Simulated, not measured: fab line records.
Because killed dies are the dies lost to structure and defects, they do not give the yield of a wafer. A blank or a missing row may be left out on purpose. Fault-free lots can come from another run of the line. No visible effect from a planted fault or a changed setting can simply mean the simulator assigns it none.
fab line records | flow sky130
record: lots: 24 wafers: 72 last_day: 50
route steps=708 shown VIA4@641 METAL5@661 PAD_OPEN@701
lots that met no fault: taken from a fault-free run of the same line
start_h: start of the lot's first displayed wafer, in hours after the record's first day | wait_h: hours elapsed since this lot's preceding step | " unchanged from the row above | L1.1+2: a single row standing in for several wafers | - either no value or no given start | * or withheld: withheld | < > ~ a bound
route shown NAME@n: NAME is a module with steps in the file, n the number in the route of the first one | usual: average and standard deviation across the fault-free wafers | same: alike in all rows | chamber/n: place in a boat | sites: per-site readings | _std_site: standard deviation of those values | _edge_site: mean of outer sites minus mean of inner sites | radius_mm: how far each site lies from the wafer's centre | mask NAME#n: copy n | behind: the tool/chamber that last shaped the wafer | hold: what put the lot on hold/how long, in hours/how the hold closed | device: the n, p or np transistor that did not switch | end of line: the tests these same wafers got at the end of their route | for a step that has no rows: nothing shown but its recipe | killed: dies lost to structure and defects at the first sort, not the wafer's yield | map: dies across one wafer; x = killed, . = not, _ = none there
set.NAME: the setting that was run; set.NAME@STEP: the one run at that earlier step | model.NAME: the simulator's own value behind a step, which no gauge read
a sample of lots followed through the steps of the route, with each step as a table and each wafer as a row
services: from which hour (start_h, from the record's first day; less than 0 if before it) a tool's chamber was out of use, for how many hours, and why
== steps ==
step: SKY_VIA4_CMP_02
recipe: material: SiO2 down_force_psi: 4 platen_rpm: 60 pad_velocity_m_s: 0.94248
usual: motor_current_A: 12.8/1.3
columns lot.wafer tool chamber start_h wait_h motor_current_A
L074.3 cmp-02 0 975.68 0.1 13.8
L074.4 " 2 " " 11.5
L074.5 " 3 " " 13.3
L075.4 cmp-02 0 989.77 0.2 12.7
L075.6 " 1 " " 12.7
L075.5 " 2 " " 11.3
L076.3 cmp-01 0 991.48 0.1 10.7
L076.1 " 2 " " 14.3
L076.5 " 3 " " 14.0
L077.3 cmp-02 3 1006.08 0.0 12.9
L077.6 " 3 " " 12.8
L077.5 " 0 " " 12.9
L078.1 cmp-01 3 1007.78 0.1 14.4
L078.4 " 0 " " 10.9
L078.5 " 2 " " 13.9
L079.1 cmp-02 2 1020.58 0.1 10.5
L079.3 " 3 " " 12.1
L079.5 " 0 " " 14.1
L080.3 cmp-02 3 1021.98 0.1 13.0
L080.2 " 1 " " 12.1
L080.6 " 3 " " 13.5
L081.2 cmp-02 3 1028.43 0.0 12.5
L081.4 " 0 " " 13.5
L081.1 " 1 " " 12.8
L083.4 cmp-02 0 1047.31 0.0 13.5
L083.2 " 2 " " 11.7
L083.6 " 1 " " 12.3
L082.3 cmp-01 3 1048.22 0.0 14.0
L082.1 " 1 " " 12.7
L082.6 " 3 " " 15.6
L084.1 cmp-02 0 1055.94 0.1 13.8
L084.5 " 3 " " 12.8
L084.6 " 0 " " 12.9
L085.1 cmp-01 2 1056.11 0.2 14.5
L085.6 " 3 " " 13.8
L085.5 " 0 " " 10.6
L086.1 cmp-01 2 1061.34 0.1 14.0
L086.2 " 0 " " 10.4
L086.5 " 2 " " 14.1
L087.3 cmp-01 3 1066.17 0.0 14.6
L087.2 " 1 " " 12.9
L087.5 " 3 " " 14.0
L088.4 cmp-01 2 1073.21 0.1 14.3
L088.2 " 3 " " 13.4
L088.1 " 0 " " 10.5
L089.4 cmp-02 3 1081.14 0.0 12.5
L089.2 " 1 " " 12.2
L089.5 " 3 " " 12.5
L090.4 cmp-01 1 1087.28 0.0 12.4
L090.1 " 2 " " 14.6
L090.6 " 2 " " 13.7
L092.1 cmp-01 3 1090.99 0.1 14.6
L092.5 " 1 " " 12.5
L092.6 " 2 " " 14.1
L091.2 cmp-01 2 1094.44 0.4 14.7
L091.1 " 3 " " 14.1
L091.3 " 1 " " 13.3
L093.1 cmp-01 1 1101.93 0.2 11.9
L093.2 " 3 " " 13.7
L093.5 " 2 " " 14.0
L094.3 cmp-01 2 1106.52 0.0 14.4
L094.1 " 3 " " 14.7
L094.4 " 0 " " 10.5
L095.2 cmp-02 1 1110.16 0.1 12.8
L095.3 " 2 " " 11.3
L095.5 " 1 " " 12.6
L096.2 cmp-01 3 1119.98 0.0 14.1
L096.3 " 1 " " 12.2
L096.5 " 0 " " 10.9
L097.1 cmp-02 0 1125.91 0.1 13.5
L097.6 " 2 " " 11.3
L097.5 " 3 " " 12.7
step: SKY_VIA4_OVL_MEAS_11
usual: VIA4_OVL: -1.0/1.6
columns lot.wafer tool chamber start_h wait_h VIA4_OVL[nm]
L074.3 overlay-01 - 999.28 0.1 -0.8
L074.4 " - " " 2.2
L074.5 " - " " -0.4
L075.4 overlay-01 - 1013.00 0.1 -1.5
L075.5 " - " " 2.0
L075.6 " - " " 0.4
L076.1 overlay-02 - 1014.43 0.1 -1.4
L076.3 " - " " -3.1
L076.5 " - " " -2.3
L077.3 overlay-01 - 1029.18 0.1 1.9
L077.5 " - " " -0.2
L077.6 " - " " 1.0
L078.1 overlay-02 - 1029.77 0.1 0.6
L078.4 " - " " -0.9
L078.5 " - " " 1.2
L079.1 overlay-02 - 1043.48 0.1 -0.7
L079.3 " - " " -1.1
L079.5 " - " " -2.8
L080.2 overlay-02 - 1044.48 0.1 -2.6
L080.3 " - " " -3.4
L080.6 " - " " -1.7
L081.1 overlay-01 - 1050.88 0.1 0.6
L081.2 " - " " -0.4
L081.4 " - " " 0.5
L083.2 overlay-02 - 1068.77 0.1 -1.3
L083.4 " - " " -2.6
L083.6 " - " " -1.9
L082.1 overlay-02 - 1069.48 0.1 -2.4
L082.3 " - " " -1.4
L082.6 " - " " -2.0
L084.1 overlay-02 - 1077.28 0.1 -2.3
L084.5 " - " " -4.3
L084.6 " - " " -4.2
L085.1 overlay-01 - 1077.32 0.1 -3.5
L085.5 " - " " 1.8
L085.6 " - " " -1.2
L086.1 overlay-02 - 1082.12 0.1 -1.4
L086.2 " - " " -2.8
L086.5 " - " " -3.1
L087.2 overlay-02 - 1087.32 0.1 -2.9
L087.3 " - " " -1.0
L087.5 " - " " -0.8
L088.1 overlay-02 - 1094.32 0.1 -0.9
L088.2 " - " " -3.8
L088.4 " - " " -2.9
L089.2 overlay-01 - 1102.27 0.1 -1.5
L089.4 " - " " 1.4
L089.5 " - " " -0.1
L090.1 overlay-02 - 1107.77 0.1 -0.7
L090.4 " - " " -3.5
L090.6 " - " " -2.6
L092.1 overlay-01 - 1111.32 0.1 1.8
L092.5 " - " " 3.0
L092.6 " - " " 0.8
L091.1 overlay-01 - 1114.67 0.1 -1.4
L091.2 " - " " -0.2
L091.3 " - " " -1.1
L093.1 overlay-01 - 1121.37 0.1 -0.7
L093.2 " - " " 0.3
L093.5 " - " " -1.6
L094.1 overlay-01 - 1126.17 0.1 -1.3
L094.3 " - " " -1.8
L094.4 " - " " -3.3
L095.2 overlay-02 - 1129.37 0.1 -2.0
L095.3 " - " " -2.5
L095.5 " - " " -2.0
L096.2 overlay-01 - 1139.92 0.1 0.8
L096.3 " - " " -1.5
L096.5 " - " " -0.5
L097.1 overlay-01 - 1144.82 0.1 0.3
L097.5 " - " " -1.7
L097.6 " - " " -0.5
step: SKY_VIA4_CVD_18
recipe: material: W target_thk_nm: 505 time_s: 152.14 temp_c: 400 pressure_torr: 40
usual: heater_power_w: 827/150
columns lot.wafer tool chamber start_h wait_h heater_power_w
L074.3 cvd_w-02 1 1000.17 0.1 713
L074.4 " 0 " " 1041
L074.5 " 1 " " 724
L075.4 cvd_w-01 1 1013.89 0.2 668
L075.5 " 1 " " 667
L075.6 " 1 " " 680
L076.1 cvd_w-02 1 1015.19 0.0 718
L076.3 " 1 " " 723
L076.5 " 0 " " 1045
L077.3 cvd_w-02 1 1029.98 0.1 717
L077.5 " 1 " " 729
L077.6 " 0 " " 1052
L078.1 cvd_w-02 0 1030.53 0.0 1048
L078.4 " 0 " " 1038
L078.5 " 1 " " 723
L079.1 cvd_w-01 1 1044.30 0.0 666
L079.3 " 1 " " 666
L079.5 " 0 " " 911
L080.2 cvd_w-01 1 1045.28 0.0 678
L080.3 " 1 " " 673
L080.6 " 0 " " 900
L081.1 cvd_w-02 1 1051.69 0.0 738
L081.2 " 0 " " 1046
L081.4 " 1 " " 726
L083.2 cvd_w-01 1 1069.56 0.0 673
L083.4 " 1 " " 668
L083.6 " 1 " " 664
L082.1 cvd_w-02 0 1070.25 0.0 1016
L082.3 " 0 " " 1065
L082.6 " 0 " " 1064
L084.1 cvd_w-01 0 1078.04 0.0 912
L084.5 " 0 " " 886
L084.6 " 1 " " 677
L085.1 cvd_w-02 1 1078.08 0.0 726
L085.5 " 1 " " 719
L085.6 " 0 " " 1041
L086.1 cvd_w-02 1 1082.89 0.0 731
L086.2 " 0 " " 1030
L086.5 " 0 " " 1044
L087.2 cvd_w-02 1 1088.09 0.0 707
L087.3 " 1 " " 729
L087.5 " 1 " " 716
L088.1 cvd_w-01 1 1095.09 0.0 667
L088.2 " 0 " " 899
L088.4 " 1 " " 664
L089.2 cvd_w-02 1 1103.03 0.0 746
L089.4 " 0 " " 1046
L089.5 " 1 " " 718
L090.1 cvd_w-02 1 1108.57 0.0 715
L090.4 " 0 " " 1042
L090.6 " 1 " " 720
L092.1 cvd_w-01 1 1112.08 0.0 682
L092.5 " 0 " " 906
L092.6 " 1 " " 687
L091.1 cvd_w-01 0 1115.43 0.0 916
L091.2 " 1 " " 683
L091.3 " 0 " " 913
L093.1 cvd_w-02 1 1122.14 0.0 725
L093.2 " 1 " " 724
L093.5 " 1 " " 729
L094.1 cvd_w-02 1 1126.93 0.0 736
L094.3 " 1 " " 711
L094.4 " 1 " " 719
L095.2 cvd_w-01 0 1130.13 0.0 933
L095.3 " 1 " " 670
L095.5 " 1 " " 675
L096.2 cvd_w-01 1 1140.96 0.0 672
L096.3 " 1 " " 656
L096.5 " 1 " " 656
L097.1 cvd_w-02 0 1145.58 0.0 1012
L097.5 " 1 " " 724
L097.6 " 0 " " 1047
step: SKY_VIA4_THK_MEAS_20
recipe: thk_meas_gauge: xrf reads: W_of_VIA4_CVD_18
usual: VIA4_W_THK: 517/8.9
columns lot.wafer tool chamber start_h wait_h VIA4_W_THK[nm]
L074.3 film_metro-01 - 1000.41 0.1 523
L074.4 " - " " 526
L074.5 " - " " 518
L075.4 film_metro-03 - 1014.19 0.1 515
L075.5 " - " " 516
L075.6 " - " " 516
L076.1 film_metro-03 - 1015.46 0.1 518
L076.3 " - " " 513
L076.5 " - " " 524
L077.3 film_metro-03 - 1030.22 0.1 510
L077.5 " - " " 507
L077.6 " - " " 517
L078.1 film_metro-04 - 1030.80 0.1 520
L078.4 " - " " 526
L078.5 " - " " 512
L079.1 film_metro-01 - 1044.57 0.1 527
L079.3 " - " " 536
L079.5 " - " " 516
L080.2 film_metro-01 - 1045.56 0.1 534
L080.3 " - " " 529
L080.6 " - " " 509
L081.1 film_metro-04 - 1051.96 0.1 519
L081.2 " - " " 530
L081.4 " - " " 514
L083.2 film_metro-03 - 1069.84 0.1 521
L083.4 " - " " 513
L083.6 " - " " 518
L082.1 film_metro-04 - 1070.52 0.1 524
L082.3 " - " " 522
L082.6 " - " " 522
L084.1 film_metro-01 - 1078.31 0.1 517
L084.5 " - " " 515
L084.6 " - " " 533
L085.1 film_metro-04 - 1078.35 0.1 507
L085.5 " - " " 503
L085.6 " - " " 517
L086.1 film_metro-04 - 1083.16 0.1 515
L086.2 " - " " 529
L086.5 " - " " 533
L087.2 film_metro-01 - 1088.37 0.1 514
L087.3 " - " " 514
L087.5 " - " " 521
L088.1 film_metro-03 - 1095.36 0.1 519
L088.2 " - " " 505
L088.4 " - " " 516
L089.2 film_metro-04 - 1103.31 0.1 511
L089.4 " - " " 529
L089.5 " - " " 514
L090.1 film_metro-03 - 1108.84 0.1 505
L090.4 " - " " 526
L090.6 " - " " 507
L092.1 film_metro-01 - 1112.35 0.1 533
L092.5 " - " " 517
L092.6 " - " " 532
L091.1 film_metro-03 - 1115.70 0.1 503
L091.2 " - " " 517
L091.3 " - " " 504
L093.1 film_metro-04 - 1122.57 0.1 504
L093.2 " - " " 511
L093.5 " - " " 506
L094.1 film_metro-01 - 1127.35 0.1 512
L094.3 " - " " 514
L094.4 " - " " 506
L095.2 film_metro-04 - 1130.41 0.1 508
L095.3 " - " " 523
L095.5 " - " " 521
L096.2 film_metro-04 - 1141.24 0.1 518
L096.3 " - " " 525
L096.5 " - " " 521
L097.1 film_metro-04 - 1145.85 0.1 528
L097.5 " - " " 510
L097.6 " - " " 529
step: SKY_METAL5_SPUTTER_00
recipe: material: Ti target_thk_nm: 15 power_w: 3000 time_s: 10 chamber_pressure_pa: 0.4
usual: chamber_pressure_pa: 0.4001/0.00083 throttle_valve_pct: 30.3/1
columns lot.wafer tool chamber start_h wait_h chamber_pressure_pa throttle_valve_pct
L074.3 pvd_sputter-01 - 1000.75 0.2 0.3990 31.3
L074.4 " - " " 0.4009 28.7
L074.5 " - " " 0.4002 31.7
L075.4 pvd_sputter-02 - 1014.52 0.2 0.4003 29.5
L075.5 " - " " 0.4007 31.1
L075.6 " - " " 0.3991 29.6
L076.1 pvd_sputter-02 - 1015.82 0.1 0.3997 30.8
L076.3 " - " " 0.4003 29.5
L076.5 " - " " 0.4009 31.0
L077.3 pvd_sputter-01 - 1030.56 0.2 0.4007 28.8
L077.5 " - " " 0.4012 28.7
L077.6 " - " " 0.3991 31.8
L078.1 pvd_sputter-02 - 1031.16 0.1 0.3995 30.9
L078.4 " - " " 0.4016 31.2
L078.5 " - " " 0.4011 29.2
L079.1 pvd_sputter-04 - 1044.93 0.1 0.3998 29.4
L079.3 " - " " 0.4010 28.4
L079.5 " - " " 0.3999 29.2
L080.2 pvd_sputter-04 - 1045.91 0.2 0.3996 28.6
L080.3 " - " " 0.4005 31.3
L080.6 " - " " 0.3991 29.5
L081.1 pvd_sputter-04 - 1052.32 0.1 0.4011 28.3
L081.2 " - " " 0.4004 31.2
L081.4 " - " " 0.3997 28.9
L083.2 pvd_sputter-01 - 1070.24 0.2 0.4002 28.9
L083.4 " - " " 0.3990 30.2
L083.6 " - " " 0.3996 29.6
L082.1 pvd_sputter-02 - 1071.05 0.1 0.4000 31.0
L082.3 " - " " 0.3990 31.0
L082.6 " - " " 0.4012 31.0
L084.1 pvd_sputter-02 - 1078.67 0.2 0.4005 31.3
L084.5 " - " " 0.4004 31.2
L084.6 " - " " 0.4010 30.8
L085.1 pvd_sputter-04 - 1078.97 0.2 0.3994 28.3
L085.5 " - " " 0.3994 29.9
L085.6 " - " " 0.3991 28.1
L086.1 pvd_sputter-02 - 1083.54 0.1 0.4015 31.3
L086.2 " - " " 0.4007 31.1
L086.5 " - " " 0.3993 29.3
L087.2 pvd_sputter-04 - 1088.72 0.1 0.4001 29.1
L087.3 " - " " 0.4016 30.2
L087.5 " - " " 0.4013 30.0
L088.1 pvd_sputter-02 - 1096.24 0.1 0.4004 29.5
L088.2 " - " " 0.3984 31.2
L088.4 " - " " 0.4003 29.6
L089.2 pvd_sputter-02 - 1103.66 0.2 0.3998 29.1
L089.4 " - " " 0.4003 31.1
L089.5 " - " " 0.3988 31.2
L090.1 pvd_sputter-04 - 1109.20 0.2 0.3979 30.1
L090.4 " - " " 0.4004 29.0
L090.6 " - " " 0.4003 31.2
L092.1 pvd_sputter-01 - 1112.71 0.1 0.4000 29.5
L092.5 " - " " 0.4009 28.4
L092.6 " - " " 0.4005 29.1
L091.1 pvd_sputter-02 - 1116.18 0.2 0.4011 31.0
L091.2 " - " " 0.4002 30.8
L091.3 " - " " 0.4006 31.1
L093.1 pvd_sputter-02 - 1122.93 0.1 0.3999 29.6
L093.2 " - " " 0.4004 31.5
L093.5 " - " " 0.3996 29.4
L094.1 pvd_sputter-01 - 1127.71 0.1 0.3996 31.7
L094.3 " - " " 0.3990 29.8
L094.4 " - " " 0.3999 28.6
L095.2 pvd_sputter-02 - 1130.76 0.2 0.3992 31.2
L095.3 " - " " 0.3986 31.1
L095.5 " - " " 0.4012 31.0
L096.2 pvd_sputter-01 - 1141.59 0.1 0.4002 30.4
L096.3 " - " " 0.3995 31.7
L096.5 " - " " 0.4001 31.9
L097.1 pvd_sputter-04 - 1146.22 0.1 0.4002 30.1
L097.5 " - " " 0.3998 31.2
L097.6 " - " " 0.3994 28.4
step: SKY_PAD_OPEN_ETCH_07
recipe: chemistry: CF4/O2 target_depth_nm: 725 stop_on: AlCu source_w: 800 bias_w: 150 pressure_mtorr: 150 cf4_flow_sccm: 80 O2_flow_sccm: 10 time_s: 161.1
usual: drypump_motor_current_A: 5.9/0.4 oes_product_au: 0.977/0.0078 throttle_valve_pct: 5.965/0.0099
columns lot.wafer tool chamber start_h wait_h drypump_motor_current_A oes_product_au rf_hours_counter_h throttle_valve_pct
L074.3 rie_diel-02 3 1069.22 - 6.0 0.973 7 5.962
L074.4 " 1 " " 6.3 0.989 16 5.960
L074.5 " 3 " " 5.9 0.988 - 5.956
L075.4 rie_diel-04 3 1080.17 - 6.2 0.988 16 5.962
L075.5 " 3 " " 6.2 0.988 - 5.964
L075.6 " 2 " " 5.6 0.979 - 5.961
L076.1 rie_diel-04 3 1082.47 - 6.2 0.971 16 5.950
L076.3 " 0 " " 6.4 0.980 25 5.956
L076.5 " 3 " " 6.2 0.972 - 5.959
L077.3 rie_diel-01 0 1096.52 - 5.5 0.968 11 5.971
L077.5 " 3 " " 5.6 0.981 - 5.963
L077.6 " 2 " " 5.4 0.976 - 5.979
L078.1 rie_diel-04 1 1097.17 - 5.6 0.983 18 5.950
L078.4 " 3 " " 6.2 0.990 16 5.984
L078.5 " 0 " " 6.3 0.981 - 5.981
L079.1 rie_diel-04 3 1108.12 - 6.2 0.975 17 5.967
L079.3 " 2 " " 5.6 0.973 18 5.965
L079.5 " 3 " " 6.2 0.988 - 5.955
L080.2 rie_diel-01 2 1109.11 - 5.4 0.986 23 5.955
L080.3 " 1 " " 5.6 0.967 21 5.946
L080.6 " 0 " " 5.6 0.979 - 5.944
L081.1 rie_diel-01 1 1114.96 - 5.7 0.966 22 5.959
L081.2 " 0 " " 5.6 0.971 12 5.962
L081.4 " 3 " " 5.6 0.982 12 5.982
L083.2 rie_diel-01 1 1131.51 - 5.7 0.971 22 5.952
L083.4 " 0 " " 5.5 0.977 12 5.966
L083.6 " 2 " " 5.4 0.971 - 5.963
L082.1 rie_diel-04 1 1132.66 - 5.6 0.977 20 5.967
L082.3 " 2 " " 5.6 0.969 19 5.968
L082.6 " 2 " " 5.6 0.973 - 5.974
L084.1 rie_diel-02 2 1140.26 - 5.8 0.973 10 5.953
L084.5 " 0 " " 6.8 0.984 - 5.977
L084.6 " 3 " " 6.0 0.994 - 5.973
L085.1 rie_diel-01 1 1140.27 - 5.6 0.979 23 5.977
L085.5 " 1 " " 5.7 0.995 - 5.969
L085.6 " 2 " " 5.4 0.988 - 5.974
L086.1 rie_diel-04 3 1142.57 - 6.2 0.990 18 5.955
L086.2 " 1 " " 5.6 0.986 20 5.968
L086.5 " 0 " " 6.4 0.980 - 5.973
L087.2 rie_diel-02 1 1147.46 - 6.3 0.960 19 5.946
L087.3 " 2 " " 5.9 0.978 11 5.959
L087.5 " 1 " " 6.3 0.974 - 5.952
L088.1 rie_diel-02 1 1155.52 - 6.3 0.970 19 5.956
L088.2 " 2 " " 5.8 0.972 11 5.976
L088.4 " 3 " " 6.0 0.981 9 5.976
L089.2 rie_diel-04 3 1160.92 - 6.2 0.984 19 5.963
L089.4 " 0 " " 6.4 0.991 1 5.950
L089.5 " 0 " " 6.4 0.985 - 5.963
L090.1 rie_diel-02 3 1166.17 - 6.0 0.977 10 5.966
L090.4 " 0 " " 6.7 0.978 15 5.963
L090.6 " 3 " " 6.0 0.990 - 5.995
L092.1 rie_diel-01 2 1168.32 - 5.4 0.990 25 5.964
L092.5 " 1 " " 5.7 0.981 - 5.958
L092.6 " 0 " " 5.6 0.980 - 5.953
L091.1 rie_diel-04 1 1171.51 - 5.6 0.987 22 5.976
L091.2 " 0 " " 6.3 0.978 1 5.957
L091.3 " 2 " " 5.6 0.966 20 5.951
L093.1 rie_diel-02 1 1177.87 - 6.3 0.971 20 5.972
L093.2 " 3 " " 6.0 0.970 10 5.979
L093.5 " 2 " " 5.8 0.964 - 5.978
L094.1 rie_diel-02 2 1181.77 - 5.8 0.971 12 5.954
L094.3 " 1 " " 6.3 0.978 20 5.981
L094.4 " 0 " " 6.8 0.983 16 5.963
L095.2 rie_diel-01 3 1184.01 - 5.6 0.967 14 5.966
L095.3 " 1 " " 5.7 0.977 24 5.961
L095.5 " 0 " " 5.6 0.973 - 5.963
L096.2 rie_diel-01 3 1193.16 - 5.6 0.971 14 5.972
L096.3 " 2 " " 5.4 0.976 26 5.950
L096.5 " 3 " " 5.6 0.978 - 5.961
L097.1 rie_diel-04 0 1197.06 - 6.3 0.971 2 5.974
L097.5 " 2 " " 5.6 0.972 - 5.962
L097.6 " 1 " " 5.6 0.979 - 5.961
== services ==
columns tool chamber start_h hours kind
rie_diel-04 0 959.41 66.6 repair
cmp-01 - 970.18 12.8 pm
cvd_w-01 0 1012.84 9.2 repair
cmp-01 - 1017.31 0.5 repair
cmp-01 - 1017.54 1.0 repair
cmp-01 - 1028.60 0.4 repair
cmp-02 - 1035.80 4.5 pm
rie_diel-04 - 1042.48 4.7 repair
cvd_w-02 - 1044.14 0.5 repair
pvd_sputter-02 - 1045.33 0.7 repair
pvd_sputter-02 - 1087.78 2.1 repair
rie_diel-04 1 1089.59 3.3 repair
rie_diel-04 - 1091.22 4.0 pm
cmp-02 - 1091.89 4.0 pm
cvd_w-02 0 1116.35 14.1 repair
pvd_sputter-02 - 1117.22 2.3 repair
cmp-01 - 1124.80 1.2 repair
cvd_w-02 - 1140.40 2.8 pm
cmp-02 - 1142.42 1.7 repair
cmp-01 - 1152.77 8.0 repair
cvd_w-01 1 1161.34 1.6 repair
cmp-01 - 1164.25 10.4 pm
cmp-02 - 1174.90 3.6 pm
rie_diel-01 3 1184.54 4.9 repair
== key ==
fault none
